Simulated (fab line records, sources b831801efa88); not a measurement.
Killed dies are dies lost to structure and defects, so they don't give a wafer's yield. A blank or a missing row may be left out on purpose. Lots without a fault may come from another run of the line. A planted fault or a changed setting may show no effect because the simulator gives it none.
A struck lot beside a sound one | flow sfq_line | 18 steps out of a route of 325
Sound: wafers L110.2, L110.5, L110.6. Struck: wafers L115.2, L115.3. (L115.5 of the same lot was not struck and is left out.) The cause comes at the end.
At each step with rows: each side's tool, then ch and its chambers, then its first start. Under that, the readings that differ: sound wafers | struck wafers | difference of the means | sigmas: that difference in standard deviations of wafers without a fault.
alike: readings whose means differ by less than 2 such deviations, and words and numbers that are the same on both sides. not compared: withheld readings, readings that some wafer has no value for, bounds like >300 that may hide the same value, and numbers for which the record gives no deviation and whose values overlap.
The two part at a step that has a row with sigmas, a row that says differs or no value, or rows on one side only. Numbers that don't overlap but have no deviation are shown without sigmas and don't part them. A reading that every wafer of one side lacks parts them only if that side has two wafers or more.

SFQ_I1_OVL_MEAS_913:
  sound on overlay-02, day 19 02:56; struck on overlay-02, day 20 19:44
  alike: I1_OVL
SFQ_TRILAYER_I1_VIA_BARC_OPEN_VIA_ETCH_071: etches BARC in O2, target depth 125 nm, time 41.7 s.
  sound on rie_diel-01 ch 0,1, day 19 02:58; struck on rie_diel-01 ch 0,2, day 20 19:46
  alike: drypump_motor_current_A, oes_product_au
  not compared: rf_hours_counter_h
SFQ_TRILAYER_I1_VIA_ETCH_VIA_ETCH_052: etches SiO2 in CHF3, stops on Nb, target depth 260 nm.
  sound on rie_diel-01 ch 0,1, day 19 03:01; struck on rie_diel-01 ch 0,2, day 20 19:49
  alike: drypump_motor_current_A, oes_product_au
SFQ_TRILAYER_I1_VIA_STRIP_STRIP_053: strips in O2.
  sound on rie_metal-04 ch 0,1, day 19 03:07; struck on rie_metal-04 ch 0,1, day 20 19:55
  alike: drypump_motor_current_A, oes_product_au
  not compared: rf_hours_counter_h
then, 2 steps without rows for these wafers: SFQ_TRILAYER_I1_VIA_STRIP_SOLV_CLEAN_054 (cleans in NMP, time 600 s); SFQ_TRILAYER_M2_DEP_PRE_CLEAN_056 (time 22.5 s).
SFQ_TRILAYER_M2_DEP_SPUTTER_055: material Nb, target thk 200 nm, time 133.3 s.
  sound on pvd_sputter-05, day 19 03:56; struck on pvd_sputter-03, day 20 20:44
  alike: chamber_pressure_pa, resputter_cathode_voltage_v, throttle_valve_pct
SFQ_M2_RS_MEAS_914: measures by four-point-probe.
  sound on film_metro-03, day 19 04:02; struck on film_metro-03, day 20 20:50
  alike: M2_NB_RS
then, 3 steps without rows for these wafers: SFQ_TRILAYER_M2_LITHO_COAT_062 (resist thk 62 nm); SFQ_TRILAYER_M2_LITHO_COAT_057 (resist thk 600 nm); SFQ_TRILAYER_M2_LITHO_SOFTBAKE_061.
-- the record jumps here: 6 days lie between the struck wafers' starts before and after --
SFQ_TRILAYER_M2_LITHO_EXPOSE_058: exposes mask M2, target cd 500 nm.
  sound on krf_scanner-01 ch 0, day 24 14:12; struck on krf_scanner-02 ch 0, day 26 17:19
  alike: mask, reticle_temp_C
then, 2 steps without rows for these wafers: SFQ_TRILAYER_M2_LITHO_PEB_060 (peb time 60 s); SFQ_TRILAYER_M2_LITHO_DEVELOP_059 (time 60 s).
SFQ_M2_OVL_MEAS_916:
  sound on overlay-02, day 24 15:30; struck on overlay-02, day 26 18:37
  alike: M2_OVL
SFQ_TRILAYER_M2_BARC_OPEN_METAL_ETCH_077: etches BARC in O2, target depth 125 nm, time 41.7 s.
  sound on rie_metal-03 ch 0,1, day 24 15:32; struck on rie_metal-04 ch 0,1, day 26 18:39
  reading             | sound             | struck      | difference | sigmas
  model.M2.cd_nm (nm) | 500.9 497.6 500.7 | 492.7 494.2 | -6.3       |
  alike: drypump_motor_current_A, oes_product_au
  not compared: rf_hours_counter_h
SFQ_TRILAYER_M2_ETCH_METAL_ETCH_060: etches Nb in Cl2/Ar, stops on SiO2, target depth 240 nm, time 120 s.
  sound on rie_metal-03 ch 0,1, day 24 15:35; struck on rie_metal-04 ch 0,1, day 26 18:43
  reading               | sound             | struck      | difference | sigmas
  oes_product_au (a.u.) | 0.914 0.911 0.902 | 0.884 0.897 | -0.018     | -2
  model.M2.cd_nm (nm)   | 499.9 498.9 499.4 | 493.9 492.4 | -6.2       |
  alike: drypump_motor_current_A
  not compared: rf_hours_counter_h
SFQ_TRILAYER_M2_STRIP_STRIP_061: strips in O2.
  sound on rie_metal-03 ch 0,1, day 24 15:43; struck on rie_metal-04 ch 0,1, day 26 18:50
  alike: drypump_motor_current_A, oes_product_au
  not compared: rf_hours_counter_h

WHERE THEY PART
Only at SFQ_TRILAYER_M2_ETCH_METAL_ETCH_060, within this record. Later steps at which nothing parts them and some readings are alike: SFQ_TRILAYER_M2_STRIP_STRIP_061.

WHY: what the simulator had put in
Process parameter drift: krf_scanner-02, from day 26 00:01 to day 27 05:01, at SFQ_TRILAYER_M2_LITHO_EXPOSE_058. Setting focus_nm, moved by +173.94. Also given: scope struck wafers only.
